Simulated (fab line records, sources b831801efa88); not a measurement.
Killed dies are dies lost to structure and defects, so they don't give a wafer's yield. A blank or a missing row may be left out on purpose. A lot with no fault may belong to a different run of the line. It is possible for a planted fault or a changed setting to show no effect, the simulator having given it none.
Chamber matching / flow sky130 / hdpcvd-02 running SKY_VIA3_HDPCVD_00: 3 sister chambers
The step deposits SiO2, target thk 1635 nm, time 272.5 s. 3 wafers are shown with their chamber, then 8 later ones without.

EACH WAFER AND ITS CHAMBER
wafer=L731.6; chamber=1; sih4FlowSccm (sccm)=59.97
wafer=L733.6; chamber=2; sih4FlowSccm (sccm)=60.26
wafer=L735.2; chamber=0; sih4FlowSccm (sccm)=59.86

WAFERS WHOSE CHAMBER IS MISSING
wafer=L735.4; sih4FlowSccm (sccm)=60.24
wafer=L735.6; sih4FlowSccm (sccm)=59.85
wafer=L737.1; sih4FlowSccm (sccm)=59.82
wafer=L737.2; sih4FlowSccm (sccm)=59.85
wafer=L737.6; sih4FlowSccm (sccm)=59.95
wafer=L741.4; sih4FlowSccm (sccm)=59.95
wafer=L741.5; sih4FlowSccm (sccm)=60.09
wafer=L741.6; sih4FlowSccm (sccm)=59.61

WHICH CHAMBER EACH ONE RAN IN
wafer=L735.4; from the rows above=2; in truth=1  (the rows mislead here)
wafer=L735.6; from the rows above=can't be placed: 0 or 1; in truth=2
wafer=L737.1; from the rows above=can't be placed: 0 or 1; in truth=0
wafer=L737.2; from the rows above=can't be placed: 0 or 1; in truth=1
wafer=L737.6; from the rows above=can't be placed: 1 or 0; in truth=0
wafer=L741.4; from the rows above=can't be placed: 1 or 0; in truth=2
wafer=L741.5; from the rows above=can't be placed: 1 or 2 or 0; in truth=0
wafer=L741.6; from the rows above=can't be placed: 0 or 1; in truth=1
Correctly placed: 0 of 8. Cannot be placed on the basis of these rows: 7; the candidates contain the true chamber in 5. Number placed wrongly: 1.
How it was worked out, from the rows above alone: a wafer's distance from a chamber is the root of the sum, over the readings, of the square of ((its reading less the chamber's mean) divided by the reading's scatter). The wafer belongs to the nearest chamber; if the next one is less than 2 further off, it can't be placed. Each chamber's mean is taken over the wafers shown for it. The scatter: root of mean squared gap, hidden wafer to nearest shown wafer, with one shown wafer a chamber.
